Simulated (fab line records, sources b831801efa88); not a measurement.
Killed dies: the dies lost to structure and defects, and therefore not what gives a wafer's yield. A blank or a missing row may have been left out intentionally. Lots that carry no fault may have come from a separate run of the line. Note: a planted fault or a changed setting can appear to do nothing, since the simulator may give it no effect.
Which tool is to blame? / flow sky130 / 33 wafers from 11 lots sampled at 3 of the route's 708 steps

== WHAT THE GAUGES READ, wafer by wafer ==
SKY_CONTACT_THK_MEAS_26: measures by xrf. Usual: for CONTACT_W_THK the level is 346 nm and the standard deviation is 6.3.
lot=L677; measured=day 33 02:49; on=film metro-02; CONTACT_W_THK (nm)=343 344 344; flag=
lot=L679; measured=day 33 03:56; on=film metro-03; CONTACT_W_THK (nm)=362 361 350; flag=
lot=L681; measured=day 33 15:49; on=film metro-02; CONTACT_W_THK (nm)=347 346 347; flag=
lot=L682; measured=day 34 01:57; on=film metro-04; CONTACT_W_THK (nm)=348 350 360; flag=
lot=L683; measured=day 34 08:56; on=film metro-04; CONTACT_W_THK (nm)=348 340 343; flag=
lot=L684; measured=day 34 11:53; on=film metro-02; CONTACT_W_THK (nm)=343 346 347; flag=
lot=L685; measured=day 34 12:38; on=film metro-03; CONTACT_W_THK (nm)=341 346 343; flag=
lot=L687; measured=day 35 10:15; on=film metro-04; CONTACT_W_THK (nm)=341 345 340; flag=
lot=L691; measured=day 36 12:19; on=film metro-04; CONTACT_W_THK (nm)=341 339 339; flag=
lot=L695; measured=day 37 14:09; on=film metro-04; CONTACT_W_THK (nm)=354 349 345; flag=
lot=L699; measured=day 38 23:52; on=film metro-04; CONTACT_W_THK (nm)=338 345 340; flag=

== EACH LOT AND THE TOOL THAT RAN IT (in order: tool; ch and the chambers of the sampled wafers; start) ==
lot=L677; SKY_LOCAL_INTERCONNECT_METAL_ETCH_14=rie metal-03 ch 0,1, day 31 20:46; SKY_CONTACT_STRIP_19=plasma asher-03 ch 0,1, day 33 01:55
lot=L679; SKY_LOCAL_INTERCONNECT_METAL_ETCH_14=rie metal-04 ch 0, day 31 21:07; SKY_CONTACT_STRIP_19=plasma asher-04 ch 0, day 33 03:00
lot=L681; SKY_LOCAL_INTERCONNECT_METAL_ETCH_14=rie metal-03 ch 0,1, day 32 08:58; SKY_CONTACT_STRIP_19=plasma asher-03 ch 0,1, day 33 14:53
lot=L682; SKY_LOCAL_INTERCONNECT_METAL_ETCH_14=rie metal-01 ch 0,1, day 32 20:28; SKY_CONTACT_STRIP_19=plasma asher-02 ch 0, day 34 00:59
lot=L683; SKY_LOCAL_INTERCONNECT_METAL_ETCH_14=rie metal-04 ch 0, day 33 03:35; SKY_CONTACT_STRIP_19=plasma asher-04 ch 0,1, day 34 08:02
lot=L684; SKY_LOCAL_INTERCONNECT_METAL_ETCH_14=rie metal-04 ch 0,1, day 33 06:25; SKY_CONTACT_STRIP_19=plasma asher-02 ch 0,1, day 34 10:59
lot=L685; SKY_LOCAL_INTERCONNECT_METAL_ETCH_14=rie metal-01 ch 0,1, day 33 07:04; SKY_CONTACT_STRIP_19=plasma asher-03 ch 0,1, day 34 11:42
lot=L687; SKY_LOCAL_INTERCONNECT_METAL_ETCH_14=rie metal-01 ch 0,1, day 34 05:29; SKY_CONTACT_STRIP_19=plasma asher-03 ch 0,1, day 35 09:22
lot=L691; SKY_LOCAL_INTERCONNECT_METAL_ETCH_14=rie metal-04 ch 1, day 35 06:50; SKY_CONTACT_STRIP_19=plasma asher-04 ch 1, day 36 11:25
lot=L695; SKY_LOCAL_INTERCONNECT_METAL_ETCH_14=rie metal-03 ch 0,1, day 36 08:59; SKY_CONTACT_STRIP_19=plasma asher-04 ch 0,1, day 37 13:15
lot=L699; SKY_LOCAL_INTERCONNECT_METAL_ETCH_14=rie metal-03 ch 1, day 37 20:56; SKY_CONTACT_STRIP_19=plasma asher-04 ch 0,1, day 38 22:58
- SKY_LOCAL_INTERCONNECT_METAL_ETCH_14: etches TiN in Cl2/BCl3, stops on PSG, target depth 110 nm, time 31.4 s.
- SKY_CONTACT_STRIP_19: strips in O2/N2.

== AS READ BY THE TOOLS THEMSELVES (means over the sampled wafers that have a number; for cases with no such wafer, the mark the record gives instead) ==
SKY_LOCAL_INTERCONNECT_METAL_ETCH_14. Usual: drypump motor current A 5.69 A, standard deviation 0.17; oes product au 0.941 a.u., standard deviation 0.0074; throttle valve pct 21.901 %, standard deviation 0.0094.
lot=L677; tool=rie metal-03; drypump motor current A (A)=5.56; oes product au (a.u.)=0.924; throttle valve pct (%)=21.901; flag=
lot=L679; tool=rie metal-04; drypump motor current A (A)=5.69; oes product au (a.u.)=0.940; throttle valve pct (%)=21.909; flag=
lot=L681; tool=rie metal-03; drypump motor current A (A)=5.61; oes product au (a.u.)=0.943; throttle valve pct (%)=21.899; flag=
lot=L682; tool=rie metal-01; drypump motor current A (A)=5.84; oes product au (a.u.)=0.941; throttle valve pct (%)=21.891; flag=
lot=L683; tool=rie metal-04; drypump motor current A (A)=5.69; oes product au (a.u.)=0.948; throttle valve pct (%)=21.901; flag=
lot=L684; tool=rie metal-04; drypump motor current A (A)=5.73; oes product au (a.u.)=0.946; throttle valve pct (%)=21.901; flag=
lot=L685; tool=rie metal-01; drypump motor current A (A)=5.84; oes product au (a.u.)=0.944; throttle valve pct (%)=21.901; flag=
lot=L687; tool=rie metal-01; drypump motor current A (A)=5.83; oes product au (a.u.)=0.936; throttle valve pct (%)=21.901; flag=
lot=L691; tool=rie metal-04; drypump motor current A (A)=5.76; oes product au (a.u.)=0.935; throttle valve pct (%)=21.906; flag=
lot=L695; tool=rie metal-03; drypump motor current A (A)=5.54; oes product au (a.u.)=0.941; throttle valve pct (%)=21.897; flag=
lot=L699; tool=rie metal-03; drypump motor current A (A)=5.48; oes product au (a.u.)=0.941; throttle valve pct (%)=21.903; flag=

SKY_CONTACT_STRIP_19. Usual: drypump motor current A 5.8 A, standard deviation 0.39; oes product au 0.381 a.u., standard deviation 0.005; strip time to endpoint s 3.62 s, standard deviation 0.03.
lot=L677; tool=plasma asher-03; drypump motor current A (A)=5.6; oes product au (a.u.)=0.375; strip time to endpoint s (s)=3.60; flag=
lot=L679; tool=plasma asher-04; drypump motor current A (A)=5.9; oes product au (a.u.)=0.379; strip time to endpoint s (s)=3.58; flag=
lot=L681; tool=plasma asher-03; drypump motor current A (A)=5.6; oes product au (a.u.)=0.378; strip time to endpoint s (s)=3.62; flag=
lot=L682; tool=plasma asher-02; drypump motor current A (A)=5.7; oes product au (a.u.)=0.382; strip time to endpoint s (s)=3.63; flag=
lot=L683; tool=plasma asher-04; drypump motor current A (A)=6.1; oes product au (a.u.)=0.381; strip time to endpoint s (s)=3.60; flag=
lot=L684; tool=plasma asher-02; drypump motor current A (A)=5.3; oes product au (a.u.)=0.383; strip time to endpoint s (s)=3.61; flag=
lot=L685; tool=plasma asher-03; drypump motor current A (A)=5.6; oes product au (a.u.)=0.381; strip time to endpoint s (s)=3.63; flag=
lot=L687; tool=plasma asher-03; drypump motor current A (A)=5.6; oes product au (a.u.)=0.382; strip time to endpoint s (s)=3.66; flag=
lot=L691; tool=plasma asher-04; drypump motor current A (A)=6.3; oes product au (a.u.)=0.383; strip time to endpoint s (s)=3.64; flag=
lot=L695; tool=plasma asher-04; drypump motor current A (A)=6.1; oes product au (a.u.)=0.377; strip time to endpoint s (s)=3.60; flag=
lot=L699; tool=plasma asher-04; drypump motor current A (A)=6.0; oes product au (a.u.)=0.378; strip time to endpoint s (s)=3.60; flag=

== THE ANSWER, worked out from the rows above alone ==
Rule: lot off if the mean of its wafers having a number is beyond 3 standard deviations from the usual mean. Also off: a lot with no number at a reading for which 4 or more lots have one. The other lots that the step has rows for count as sound. After the gauges, taken in route order, come the tools' own readings; for these a lot's mean is taken, as printed above. The first step at which some lot is off is used, and at that step the reading that is off furthest; a lot without a number counts as furthest.
Nothing can be told from this: no lot is off at any reading shown.

== WHAT WAS PUT IN BY THE SIMULATOR ==
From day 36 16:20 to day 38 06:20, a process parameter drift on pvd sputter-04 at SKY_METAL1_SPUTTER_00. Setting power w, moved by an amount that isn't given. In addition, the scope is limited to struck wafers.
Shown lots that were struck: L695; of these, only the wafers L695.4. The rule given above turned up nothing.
